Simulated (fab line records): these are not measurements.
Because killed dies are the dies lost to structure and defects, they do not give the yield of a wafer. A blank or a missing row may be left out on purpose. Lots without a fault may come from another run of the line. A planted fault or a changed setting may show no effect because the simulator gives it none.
Comparing a struck lot with a sound one -- flow sky130 -- 16 steps out of a route of 708
Sound: these wafers, L513.1, L513.3, L513.5. Struck: wafer L522.2. (L522.3, L522.6 of the same lot were not struck and are left out.) The cause comes at the end.
Per side, at each step with rows, come the tool, then ch with its chambers, and then its first start. Under that, the readings that differ: sound wafers -- struck wafers -- difference of the means -- sigmas: that difference in standard deviations of wafers without a fault.
alike: a reading whose means differ by less than 2 such deviations, as well as words and numbers matching on both sides. not compared: withheld readings; readings where some wafer has no value; bounds like >300 that might hide an equal value; numbers whose values overlap and for which the record gives no deviation.
A row with sigmas, a row that says differs or no value, or rows on one side alone: a step with any of these is where the two part. When numbers do not overlap yet have no deviation, they are printed without sigmas and do not part them. A reading missing from all wafers of one side parts the sides only when that side holds two or more wafers.

SKY_NWELL_OVL_MEAS_10:
  struck on overlay-02, day 8 11:28; sound on overlay-02, day 6 16:34
  alike: NWELL_00_OVL
then, 3 steps without rows for these wafers: SKY_NWELL_IMPLANT_11; SKY_NWELL_IMPLANT_12; SKY_NWELL_IMPLANT_13.
SKY_NWELL_STRIP_14: strips in O2/N2.
  sound on plasma asher-04 ch 1, day 6 17:03; struck on plasma asher-02 ch 1, day 8 11:57
  alike: drypump motor current A, oes product au, strip time to endpoint s
  not compared: rf hours counter h
SKY_NWELL_TW_MEAS_15:
  struck on film metro-03, day 8 12:05; sound on film metro-04, day 6 17:09
reading,sound,struck,difference,sigmas
NWELL_TW,1809 1809 1800,1838,+32,+2
then, 6 steps without rows for these wafers: SKY_NWELL_DEHYDRATE_16 (time 60 s); SKY_NWELL_HMDS_17 (prime time 60 s); SKY_NWELL_COAT_18 (resist thk 3000 nm); SKY_NWELL_SOFTBAKE_19; SKY_NWELL_EXPOSE_20 (exposes mask NWM COMPLEMENT, target cd 840 nm); SKY_NWELL_PEB_21.
SKY_NWELL_DEVELOP_22: develop time 60 s.
  sound on litho track-01 ch 0, day 7 11:00; struck on litho track-01 ch 0, day 9 09:00
  alike: chill plate temp C
SKY_NWELL_OVL_MEAS_23:
  struck on overlay-01, day 9 09:25; sound on overlay-02, day 7 11:16
  not compared: NWELL_01_OVL
then, 1 step without rows for these wafers: SKY_NWELL_IMPLANT_24.
-- the record jumps here: 41 days lie between the struck wafers' starts before and after (it left off in module NWELL and takes up again in module PAD_OPEN, whose first step shown is number 708 of the route) --
SKY_PAD_OPEN_PROBE_99:
  struck on prober-02, day 50 03:05; sound on prober-01, day 48 07:25
reading,sound,struck,difference,sigmas
hold,- - -,await dispo/5.4h/release,no value on the sound wafers,
killed at front end,15 18 11,435,+420,+93
killed dies,85 80 92,492,+406,+47
killed on rim,19 9 15,96,+82,+23
killed short,43 38 50,30,-14,-2
  alike: killed_at_M0_to_M3, killed_at_M4_up, killed at contacts, killed at other, killed open

WHERE THEY PART
At SKY_NWELL_TW_MEAS_15 first; at SKY_PAD_OPEN_PROBE_99 last (within this record only).

WHY: the cause the simulator had injected
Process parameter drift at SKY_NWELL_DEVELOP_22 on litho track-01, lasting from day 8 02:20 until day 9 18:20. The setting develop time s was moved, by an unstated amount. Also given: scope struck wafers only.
